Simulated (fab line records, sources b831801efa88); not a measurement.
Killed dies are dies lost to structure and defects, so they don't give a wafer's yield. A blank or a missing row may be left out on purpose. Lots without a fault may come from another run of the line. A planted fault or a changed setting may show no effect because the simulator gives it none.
A struck lot beside a sound one | flow sky130 | 15 steps out of a route of 708
Sound: wafers L192.3, L192.4, L192.6. Struck: wafer L186.5. (L186.2, L186.6 of the same lot were not struck and are left out.) The cause comes at the end.
At each step with rows: each side's tool, then ch and its chambers, then its first start. Under that, the readings that differ: sound wafers | struck wafers | difference of the means | sigmas: that difference in standard deviations of wafers without a fault.
alike: readings whose means differ by less than 2 such deviations, and words and numbers that are the same on both sides. not compared: withheld readings, readings that some wafer has no value for, bounds like >300 that may hide the same value, and numbers for which the record gives no deviation and whose values overlap.
The two part at a step that has a row with sigmas, a row that says differs or no value, or rows on one side only. Numbers that don't overlap but have no deviation are shown without sigmas and don't part them. A reading that every wafer of one side lacks parts them only if that side has two wafers or more.

SKY_METAL2_STRIP_20: strips in O2/N2.
  sound on plasma_asher-04 ch 0,1, day 41 00:52; struck on plasma_asher-03 ch 1, day 39 14:48
  alike: drypump_motor_current_A, oes_product_au, strip_time_to_endpoint_s
  not compared: rf_hours_counter_h
then, 4 steps without rows for these wafers: SKY_METAL2_STRIP_21 (strips in post etch residue remover, time 1200 s); SKY_METAL2_CLEAN_22 (cleans in IPA, time 180 s); SKY_METAL2_CLEAN_23 (cleans in O3/DIW); SKY_VIA2_HDPCVD_00 (deposits SiO2, target thk 1180 nm, time 196.7 s).
SKY_VIA2_THK_MEAS_01:
  sound on film_metro-04, day 41 01:34; struck on film_metro-01, day 39 15:32
  alike: VIA2_HDPCVD_THK
SKY_VIA2_CMP_02: polishes SiO2.
  sound on cmp-02 ch 2,3, day 41 01:36; struck on cmp-01 ch 3, day 39 15:47
  alike: motor_current_A
SKY_VIA2_BOW_MEAS_03:
  sound on film_metro-01, day 41 01:56; struck on film_metro-04, day 39 16:07
  alike: VIA2_BOW
then, 4 steps without rows for these wafers: SKY_VIA2_DEHYDRATE_04 (time 60 s); SKY_VIA2_HMDS_05 (prime time 60 s); SKY_VIA2_COAT_06 (resist thk 60 nm); SKY_VIA2_COAT_07 (resist thk 450 nm).
SKY_VIA2_SOFTBAKE_08: time 90 s.
  sound on litho_track-02 ch 0, day 41 14:00; struck on litho_track-04 ch 0, day 40 04:00
  reading                  | sound                | struck | difference | sigmas
  heater_power_total_W (W) | 57.23 57.41 57.59    | 60.24  | +2.83      | +26
  run_length_s (s)         | 119.08 119.30 119.07 | 106.95 | -12.20     | -94
then, 1 step without rows for these wafers: SKY_VIA2_EXPOSE_09 (exposes mask VIM2, target cd 200 nm).
-- the record jumps here: 9 days lie between the struck wafers' starts before and after (it left off in module VIA2 and takes up again in module PAD_OPEN, whose first step shown is number 708 of the route) --
SKY_PAD_OPEN_PROBE_99:
  the record has rows for the struck wafers here (prober-02, day 49 07:09) and none for the sound ones

WHERE THEY PART
First at SKY_VIA2_SOFTBAKE_08; last, within this record, at SKY_PAD_OPEN_PROBE_99.

WHY: what the simulator had put in
Process parameter drift: litho_track-04, from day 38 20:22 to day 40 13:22, at SKY_VIA2_SOFTBAKE_08. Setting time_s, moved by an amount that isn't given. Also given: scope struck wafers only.
